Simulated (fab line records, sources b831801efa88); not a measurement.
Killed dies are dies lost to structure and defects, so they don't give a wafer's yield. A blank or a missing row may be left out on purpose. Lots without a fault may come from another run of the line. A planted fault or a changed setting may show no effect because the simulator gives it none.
Chamber matching | flow sky130 | SKY_LI_CONTACT_CMP_02 on cmp-02: 4 sister chambers
The step polishes PSG. 8 wafers are shown with their chamber, then 7 later ones without.

WAFERS WITH THEIR CHAMBER
wafer  | chamber | motor_current_A (A) | time_to_endpoint_s (s)
L708.2 | 3       | 9.8                 | 31.7
L708.6 | 3       | 9.9                 | 34.4
L713.1 | 1       | 11.0                | 35.4
L713.2 | 2       | 11.4                | 33.2
L715.1 | 2       | 12.7                | 35.6
L715.2 | 1       | 10.4                | 32.6
L720.2 | 0       | 12.5                | 36.9
L720.5 | 0       | 12.4                | 28.5

WAFERS WITHOUT THEIR CHAMBER
wafer  | motor_current_A (A) | time_to_endpoint_s (s)
L720.6 | 9.8                 | 35.3
L721.1 | 12.2                | 34.3
L721.3 | 11.4                | 32.5
L721.5 | 10.1                | 34.1
L725.1 | 10.0                | 37.3
L725.3 | 12.8                | 36.4
L725.5 | 11.8                | 35.8

WHICH CHAMBER EACH WENT THROUGH
wafer  | from the rows above               | in truth
L720.6 | can't be placed: 3 or 1           | 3
L721.1 | can't be placed: 2 or 0           | 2
L721.3 | can't be placed: 2 or 1 or 0 or 3 | 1
L721.5 | can't be placed: 3 or 1           | 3
L725.1 | can't be placed: 3 or 1           | 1
L725.3 | can't be placed: 0 or 2           | 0
L725.5 | can't be placed: 2 or 0 or 1      | 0
Placed correctly: 0 of 7. Can't be placed from these rows: 7 (the true chamber is among the candidates in 7). Placed wrongly: 0.
How it was worked out, from the rows above alone: a wafer's distance from a chamber is the root of the sum, over the readings, of the square of ((its reading less the chamber's mean) divided by the reading's scatter). The wafer belongs to the nearest chamber; if the next one is less than 2 further off, it can't be placed. A chamber's mean is the mean of its shown wafers. The scatter: the root of (the sum of the squares of (reading less its chamber's mean) over the shown wafers, divided by (wafers less chambers)).
